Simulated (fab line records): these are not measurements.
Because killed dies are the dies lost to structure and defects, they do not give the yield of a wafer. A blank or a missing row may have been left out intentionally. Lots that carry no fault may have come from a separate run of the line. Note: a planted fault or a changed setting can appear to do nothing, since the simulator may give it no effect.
Problem report in the 8D (eight disciplines) form, filled by code | flow gf180mcu | the parts of the form that need people (team, actions taken, sign-off) are left out

== 1. THE ISSUE ==
overpolish_run_s at GF_CONTACT_CMP_27 reads a mean of 0.041 s on 9 wafers of 3 lots; wafers without a fault read 14.999 s with a standard deviation of 0.009. So: -99 or more standard deviations from the usual mean.
The step: polishes, stops on SiO2, t overpolish 15 s, target thk 0 nm.
The first sign was on wafer L488.2 at day 19 13:21, on cmp-01. The record holds 42 wafers of 14 lots with a number at this step. Rule for "out", or "out of limits": more than 4 standard deviations from the usual mean. All remaining wafers that have a number are taken as sound.

== 2. WHAT IT IS; WHAT IT IS NOT ==
question                    | is                                                      | is not
which readings at this step | overpolish_run_s, head_pressure_psi, time_to_endpoint_s | -
which lots                  | L488, L489, L490                                        | L482, L484, L485, L486, L487, L492, L493, L498, L500, L501, L503
which wafers of those lots  | all that have a number                                  | -
read on which tools         | cmp-01                                                  | cmp-02
when                        | from day 19 13:21                                       | up to then (15 sound wafers); but 18 sound wafers of L492, L493, L498, L500, L501, L503 came after

== 3. THE SUSPECTS, EACH WITH WHAT RULES IT OUT ==
Counting: a tool at any process step up to the reading remains a suspect when it ran all the lots that are out and ran no sound lot after the first of those.
- cmp-01 at GF_CONTACT_CMP_27 (polishes, stops on SiO2, t overpolish 15 s, target thk 0 nm): ruled out as a lasting fault. After its first lot that is out, L488 (day 19 13:21), sound lots L500, L501 ran on it.
Left after counting: nothing in the record.

== 4. THE CAUSE (what the simulator had put in) ==
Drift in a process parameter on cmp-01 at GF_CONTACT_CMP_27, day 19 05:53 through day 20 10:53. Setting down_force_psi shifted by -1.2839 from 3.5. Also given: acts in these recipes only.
Counting ruled it out, wrongly.

== 5. THE CHAIN OF EFFECTS, in route order ==
One row per reading whose mean, taken over the struck wafers that have a number, lies over 3 standard deviations from the usual. Scope: only readings with a usual standard deviation given in the record; hours: median across lots of the time from each lot's start at the first step in this table that gives one to its start at this step; sigmas: change in usual standard deviations.
hours | step                    | reading            | usual     | on struck wafers | change  | sigmas
0     | GF_CONTACT_CMP_27       | head_pressure_psi  | 3.500 psi | 2.217            | -1.283  | -99 or more
0     | GF_CONTACT_CMP_27       | overpolish_run_s   | 14.999 s  | 0.041            | -14.958 | -99 or more
0     | GF_CONTACT_CMP_27       | time_to_endpoint_s | 71 s      | 114              | +43     | +11
292   | GF_PASSIVATION_PROBE_99 | killed_at_contacts | 5.8       | 318.6            | +312.8  | +99 or more
292   | GF_PASSIVATION_PROBE_99 | killed_dies        | 47        | 362              | +315    | +44
292   | GF_PASSIVATION_PROBE_99 | killed_on_rim      | 9         | 71               | +62     | +19
The process steps in it:
- GF_CONTACT_CMP_27: polishes, stops on SiO2, t overpolish 15 s, target thk 0 nm.
- GF_PASSIVATION_PROBE_99
At these later measuring or inspecting steps, every struck wafer for which the step has a row has a number for every such reading, and none has moved that far: GF_M1_RS_MEAS_05.

== 6. WHAT WOULD HAVE CAUGHT IT SOONER ==
In this record the first reading out of limits was taken at day 19 13:21, 7 hours after the fault began at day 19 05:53.
